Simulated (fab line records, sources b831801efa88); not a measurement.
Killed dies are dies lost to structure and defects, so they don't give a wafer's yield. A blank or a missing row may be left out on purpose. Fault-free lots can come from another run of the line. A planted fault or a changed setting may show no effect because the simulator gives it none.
Problem report, 8D (eight disciplines) form, completed by code | flow gf180mcu | the parts of the form that need people (team, actions taken, sign-off) are left out

== 1. THE PROBLEM ==
Mean POLY_GATE_CVD_00_THK at GF_POLY_GATE_THK_MEAS_01: 245.7 nm over 6 wafers in 2 lots; fault-free wafers: 199.3 nm, standard deviation 1.7. That is +27 standard deviations from the usual mean.
Seen first at day 11 22:48 on film metro-02, wafer L103.1. At this step, 36 wafers from 12 lots have a number in the record. The rule behind "out" and "out of limits": a value lying over 4 standard deviations away from the usual mean. All remaining wafers that have a number are taken as sound.

== 2. WHAT THIS IS AND IS NOT ==
question                    | is                     | is not
which readings at this step | POLY_GATE_CVD_00_THK   | -
which lots                  | L103, L104             | L100, L102, L109, L112, L114, L115, L993, L994, L995, L997
which wafers of those lots  | all that have a number | -
read on which gauges        | film metro-02          | film metro-01, film metro-03
when                        | from day 11 22:48      | up to then (18 sound wafers); but 12 sound wafers of L109, L112, L114, L115 came after

== 3. SUSPECTS, AND WHAT RULES EACH OUT ==
Counting: a tool at a process step up to the reading stays a suspect if it ran every lot that is out and no sound lot after the first of them.
- the gauge at GF_POLY_GATE_THK_MEAS_01: kept. All the wafers that are out were read on film metro-02, and no step on other tools shows them out.
- lpcvd-02 at GF_POLY_GATE_CVD_00 (deposits poly-Si, target thk 200 nm, time 1200 s): ruled out as a lasting fault. Following L103 (day 11 21:28), the first lot on it that is out, the sound lots L114 were run on it.
Left after counting: film metro-02 at GF_POLY_GATE_THK_MEAS_01.

== 4. THE CAUSE (what the simulator had put in) ==
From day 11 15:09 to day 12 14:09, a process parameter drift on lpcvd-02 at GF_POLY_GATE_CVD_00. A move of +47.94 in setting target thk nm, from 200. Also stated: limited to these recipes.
Counting ruled it out, wrongly: the rule takes a fault to strike every lot that its tool runs from its start on, and this one did not.

== 5. THE EFFECT CHAIN, in route order ==
Rows list readings where the struck wafers' mean (over those with a number) sits beyond 3 standard deviations from the usual. Scope: only readings with a usual standard deviation given in the record; hours: median across lots of the time from each lot's start at the first step in this table that gives one to its start at this step; sigmas: change in usual standard deviations.
hours | step                     | reading              | usual    | on struck wafers | change | sigmas
0     | GF_POLY_GATE_THK_MEAS_01 | POLY_GATE_CVD_00_THK | 199.3 nm | 245.7            | +46.4  | +27

== 6. HOW IT WOULD HAVE BEEN CAUGHT EARLIER ==
Counted from the fault's start at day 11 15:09, it took 8 hours until the first out-of-limits reading at a measuring or inspecting step in this record, taken at day 11 22:48.
Of the tool readings at GF_POLY_GATE_CVD_00 for which the record gives a usual standard deviation, none was out on any struck wafer, so an alarm limit of 4 standard deviations on them would not have fired.
